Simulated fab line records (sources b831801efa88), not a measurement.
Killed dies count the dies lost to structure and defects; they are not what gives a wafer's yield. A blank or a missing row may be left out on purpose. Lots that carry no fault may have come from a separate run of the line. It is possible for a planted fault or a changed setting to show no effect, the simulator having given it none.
Which tool did it?	flow gf180mcu	36 wafers from 12 lots sampled at 4 of the route's 602 steps

## WHAT THE GAUGES READ, wafer by wafer
GF_V5_CD_MEAS_14: the cd target is 260 nm. Usual: cd_nm 260.2 nm, standard deviation 1.3.
lot	measured	on	cd_nm (nm)	flag
L877	day 27 23:01	cd_sem-02	262.6 261.9 261.5	
L878	day 28 02:15	cd_sem-02	259.3 260.1 259.8	
L879	day 28 10:59	cd_sem-02	260.5 261.3 261.2	
L881	day 29 00:11	cd_sem-01	259.6 260.0 258.6	
L886	day 30 08:52	cd_sem-02	260.0 260.3 259.5	
L890	day 31 13:10	cd_sem-02	274.1 274.3 274.0	OFF
L891	day 31 15:34	cd_sem-01	274.3 272.9 274.0	OFF
L894	day 32 07:22	cd_sem-01	260.9 261.2 261.0	
L895	day 32 19:14	cd_sem-01	260.3 259.9 260.0	
L896	day 32 21:02	cd_sem-01	259.8 260.7 260.2	
L898	day 33 07:39	cd_sem-02	261.4 261.0 261.3	
L899	day 33 13:16	cd_sem-02	260.3 261.4 260.9	

GF_V5_OVL_MEAS_15. Usual: for V5_OVL the level is 0 nm and the standard deviation is 4.5.
lot	measured	on	V5_OVL (nm)	flag
L877	day 27 23:08	overlay-02	0 -3 0	
L878	day 28 02:22	overlay-01	0 -2 0	
L879	day 28 11:05	overlay-02	7 6 -7	
L881	day 29 00:17	overlay-01	2 5 6	
L886	day 30 08:59	overlay-01	5 -3 0	
L890	day 31 13:15	overlay-02	9 2 4	
L891	day 31 15:40	overlay-01	-7 -1 -3	
L894	day 32 07:26	overlay-01	-5 0 2	
L895	day 32 19:20	overlay-02	-2 8 5	
L896	day 32 21:06	overlay-02	-3 2 -5	
L898	day 33 07:46	overlay-01	1 -4 2	
L899	day 33 13:23	overlay-01	0 4 -2	

## TOOL THAT RAN EACH LOT (tool first, then ch and the chambers of the sampled wafers, then the start)
lot	GF_MIM_SPUTTER_08	GF_V5_SOFTBAKE_10
L877	pvd_sputter-04, day 25 06:56	litho_track-02 ch 0, day 27 12:00
L878	pvd_sputter-04, day 25 11:08	litho_track-01 ch 0, day 27 16:00
L879	pvd_sputter-04, day 25 20:23	litho_track-04 ch 0, day 28 01:00
L881	pvd_sputter-04, day 26 10:29	litho_track-04 ch 0, day 28 14:00
L886	pvd_sputter-04, day 27 20:17	litho_track-04 ch 0, day 29 23:00
L890	pvd_sputter-04, day 29 03:44	litho_track-04 ch 0, day 31 04:00
L891	pvd_sputter-01, day 29 06:39	litho_track-04 ch 0, day 31 07:00
L894	pvd_sputter-04, day 30 01:42	litho_track-01 ch 0, day 31 22:00
L895	pvd_sputter-04, day 30 13:00	litho_track-01 ch 0, day 32 10:00
L896	pvd_sputter-04, day 30 16:38	litho_track-02 ch 0, day 32 12:00
L898	pvd_sputter-03, day 31 04:14	litho_track-01 ch 0, day 33 00:00
L899	pvd_sputter-03, day 31 11:14	litho_track-02 ch 0, day 33 05:00
- GF_MIM_SPUTTER_08: material AlCu, target thk 200 nm, time 10.6 s.
- GF_V5_SOFTBAKE_10: time 60 s.

## WHAT THE TOOLS THEMSELVES READ (means of the sampled wafers that have a number; where no wafer has one, the mark that the record gives instead)
GF_MIM_SPUTTER_08. Usual: throttle_valve_pct 30.0 %, standard deviation 0.61.
lot	tool	throttle_valve_pct (%)	flag
L877	pvd_sputter-04	30.3	
L878	pvd_sputter-04	30.0	
L879	pvd_sputter-04	29.8	
L881	pvd_sputter-04	30.0	
L886	pvd_sputter-04	30.3	
L890	pvd_sputter-04	30.6	
L891	pvd_sputter-01	30.0	
L894	pvd_sputter-04	30.4	
L895	pvd_sputter-04	30.0	
L896	pvd_sputter-04	30.6	
L898	pvd_sputter-03	30.0	
L899	pvd_sputter-03	29.7	

GF_V5_SOFTBAKE_10. Usual: exhaust_pa 44.6 Pa, standard deviation 0.86; heater_power_total_W 93.05 W, standard deviation 0.058; plate_temp_C 129.97 C, standard deviation 0.14.
lot	tool	exhaust_pa (Pa)	heater_power_total_W (W)	plate_temp_C (C)	flag
L877	litho_track-02	44.5	93.06	129.99	
L878	litho_track-01	44.6	93.03	130.11	
L879	litho_track-04	44.0	93.08	129.78	
L881	litho_track-04	44.0	93.07	129.93	
L886	litho_track-04	44.6	93.13	130.09	
L890	litho_track-04	44.2	97.93	135.17	OFF
L891	litho_track-04	45.3	97.95	134.95	OFF
L894	litho_track-01	44.1	93.05	129.86	
L895	litho_track-01	44.4	93.11	129.99	
L896	litho_track-02	45.6	93.04	129.93	
L898	litho_track-01	44.1	93.05	129.87	
L899	litho_track-02	44.4	93.01	130.09	

## THE ANSWER, worked out from the rows above alone
Rule: a lot counts as off when the mean over its wafers that have a number is more than 3 standard deviations away from the usual mean. A lot without any number at a reading at which 4 lots or more have one is off too. All remaining lots with rows at the step are treated as sound. The gauges are gone through in route order, then the tools' own readings, and for those a lot's mean is taken as printed above. The first step at which some lot is off is used, and at that step the reading that is off furthest; a lot without a number counts as furthest.
Off: L890, L891 (GF_V5_CD_MEAS_14, cd_nm).
A tool fits if, at a process step before that reading, it ran every lot that is off, and no sound lot after the first of them. The gauges at GF_V5_CD_MEAS_14 aren't tried: what is off there is off at GF_V5_SOFTBAKE_10 too, on other tools, and a gauge's error can't cause that. One fits: GF_V5_SOFTBAKE_10 on litho_track-04. Its last sound lot is L886 (day 29 23:00), its first lot that is off L890 (day 31 04:00): a fault that began between those two fits.
The tool's own readings at GF_V5_SOFTBAKE_10 bear it out: on the lots that are off they differ by more than 5 times the standard deviation of the sound lots' means. heater_power_total_W reads 97.94 W there against 93.06 W on the sound lots; plate_temp_C reads 135.06 C there against 129.96 C on the sound lots.

## WHAT THE SIMULATOR PUT IN
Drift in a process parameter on litho_track-04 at GF_V5_SOFTBAKE_10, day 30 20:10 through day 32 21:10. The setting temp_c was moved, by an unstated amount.
Shown lots that were struck: L890, L891. Same finding as the rule above.
